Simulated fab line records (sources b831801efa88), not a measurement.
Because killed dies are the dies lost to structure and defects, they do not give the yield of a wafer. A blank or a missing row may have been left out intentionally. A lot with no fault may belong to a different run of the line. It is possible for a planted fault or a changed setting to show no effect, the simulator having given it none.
Problem report, 8D (eight disciplines) form, completed by code | flow gf180mcu | the parts of the form that need people (team, actions taken, sign-off) are left out

== 1. THE PROBLEM ==
Wafers free of any fault read 0.0700 ohm/sq (standard deviation 0.00081) for M2_ALCU_RS at GF_M2_RS_MEAS_05, against a mean of 0.0869 ohm/sq on 3 wafers of 3 lots. That puts it +21 standard deviations away from the usual mean.
The step: measures by four-point-probe.
The first sign was on wafer L906.3 at day 24 11:15, on film-metro-03. The record holds 31 wafers of 11 lots with a number at this step. By rule, "out" or "out of limits" means more than 4 standard deviations away from the usual mean. The rest of the wafers with a number are treated as sound.

== 2. WHAT IT IS; WHAT IT IS NOT ==
question                    | is                           | is not
which readings at this step | M2_ALCU_RS                   | -
which lots                  | L906, L908, L909             | L890, L892, L896, L898, L899, L900, L911, L912
which wafers of those lots  | L906.3, L908.6, L909.1       | L906.2, L906.4, L908.3, L908.5
read on which gauges        | film-metro-03, film-metro-04 | film-metro-02
when                        | from day 24 11:15            | up to then (20 sound wafers); but 8 sound wafers of L908, L911, L912 came after

== 3. SUSPECTS, AND WHAT RULES EACH OUT ==
Counting: any tool at a process step up to the reading remains a suspect provided it ran every lot that is out. Sound lots after the first of them don't rule it out here, since some wafers of a struck lot are sound.
- the gauge at GF_M2_RS_MEAS_05 is ruled out. 2 gauges (film-metro-03, film-metro-04) read the wafers that are out.
- pvd-sputter-04 at GF_M2_SPUTTER_02 (material AlCu, target thk 450 nm, time 23.9 s): kept. Ran every lot that is out, first one L906 (day 24 11:08); last sound lot up to then L898 (day 21 13:11).
Remaining after the count: pvd-sputter-04 at GF_M2_SPUTTER_02.

== 4. THE CAUSE (what the simulator had put in) ==
Drift in process parameters on pvd-sputter-04 at GF_M2_SPUTTER_02, starting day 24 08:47. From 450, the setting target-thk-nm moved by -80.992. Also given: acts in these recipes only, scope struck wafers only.
This tool alone remained once counting was done.

== 5. THE EFFECT CHAIN, in route order ==
Each row: a reading whose mean over the struck wafers that have a number lies more than 3 standard deviations from the usual. Only readings for which the record gives a usual standard deviation are gone through. hours: the time from each lot's start at the first step in this table that gives one to its start at this step, as a median over the lots. sigmas: the change in usual standard deviations.
hours | step                | reading            | usual         | on struck wafers | change  | sigmas
0     | GF_M2_RS_MEAS_05    | M2_ALCU_RS         | 0.0700 ohm/sq | 0.0869           | +0.0169 | +21
0     | GF_M2_THK_MEAS_06   | M2_ALCU_THK        | 446 nm        | 360              | -86     | -15
22    | GF_M2_METAL_ETCH_16 | oes-product-au     | 0.970 a.u.    | 0.882            | -0.088  | -12
22    | GF_M2_METAL_ETCH_16 | throttle-valve-pct | 28.254 %      | 28.345           | +0.091  | +7.6
The process steps in it:
- GF_M2_METAL_ETCH_16: etches the open film in Cl2/BCl3, stops on SiO2, target depth 627.5 nm, time 104.6 s.

== 6. HOW IT WOULD HAVE BEEN CAUGHT EARLIER ==
2 hours passed between the start of the fault at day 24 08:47 and the first reading out of limits at a measuring or inspecting step in this record, taken at day 24 11:15.
An alarm limit of 4 standard deviations would not have fired on the tool readings at GF_M2_SPUTTER_02 for which the record gives a usual standard deviation, since none of them was out on any struck wafer.
L908, L909, from the lots that are out (3), started GF_M2_SPUTTER_02 on pvd-sputter-04 later than day 24 11:15. A hold on the tool at that time would have spared those 2.
